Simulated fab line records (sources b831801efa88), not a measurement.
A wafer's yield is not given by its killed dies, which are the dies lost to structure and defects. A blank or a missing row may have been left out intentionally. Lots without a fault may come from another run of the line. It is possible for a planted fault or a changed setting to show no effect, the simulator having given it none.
Which of the tools did it? | flow sfq-line | 7 lots, 20 wafers sampled, at 3 steps of a route of 325

## WHAT EACH GAUGE READ, for each wafer
SFQ_C5_OVL_MEAS_937.
lot  | measured     | on         | C5_OVL (nm)
L391 | day 69 19:05 | overlay-01 | -15 -8 -9
L393 | day 70 14:36 | overlay-01 | -2 -3 -5
L395 | day 71 11:28 | overlay-01 | 7 8 6
L402 | day 78 11:49 | overlay-02 | 3 0
L405 | day 79 17:56 | overlay-01 | 10 0 3
L408 | day 80 05:55 | overlay-02 | 5 0 11
L412 | day 80 19:07 | overlay-02 | -11 -6 -7

## WHICH TOOL RAN EACH LOT (tool, then ch and the chambers of the sampled wafers, then the start)
lot  | SFQ_TRILAYER_R5_BARC_OPEN_METAL_ETCH_177 | SFQ_TRILAYER_A5C_DEP_PECVD_142
L391 | rie-metal-03 ch 0,1, day 65 01:26        | pecvd-03 ch 1,2, day 65 02:19
L393 | rie-metal-04 ch 0,1, day 70 07:56        | pecvd-01 ch 0,2, day 70 08:50
L395 | rie-metal-04 ch 0,1, day 71 05:02        | pecvd-03 ch 0,1,2, day 71 05:56
L402 | rie-metal-03 ch 0,1, day 74 18:43        | pecvd-03 ch 0,1, day 74 19:38
L405 | rie-metal-02 ch 0,1, day 75 13:38        | pecvd-01 ch 0,1,2, day 75 14:32
L408 | rie-metal-04 ch 0,1, day 76 00:46        | pecvd-02 ch 0,1,2, day 76 01:40
L412 | rie-metal-02 ch 0,1, day 76 13:23        | pecvd-01 ch 0,1,2, day 76 14:17
- SFQ_TRILAYER_R5_BARC_OPEN_METAL_ETCH_177: etches BARC in O2, target depth 125 nm, time 41.7 s.
- SFQ_TRILAYER_A5C_DEP_PECVD_142: deposits SiO2 from SiH4/N2O, time 15.556 s, target thk 70 nm.

## THE ANSWER, worked out from the rows above alone
Rule: usual is defined by the lots themselves. The widest of any qualifying gaps counts: lots, ordered by their means at a reading, are off when they make up no more than a third of the lots, leave a main group of 4 or more, and stand apart from it by 3 or more times the standard deviation of that group's means. Not used: any main group whose means are identical at the precision the tables above print for the reading. A lot without any number at a reading at which 4 lots or more have one is off too. Any other lot the step has rows for is counted as sound.
None of the lots is off at any reading shown; this tells nothing.

## WHAT HAD BEEN PUT IN BY THE SIMULATOR
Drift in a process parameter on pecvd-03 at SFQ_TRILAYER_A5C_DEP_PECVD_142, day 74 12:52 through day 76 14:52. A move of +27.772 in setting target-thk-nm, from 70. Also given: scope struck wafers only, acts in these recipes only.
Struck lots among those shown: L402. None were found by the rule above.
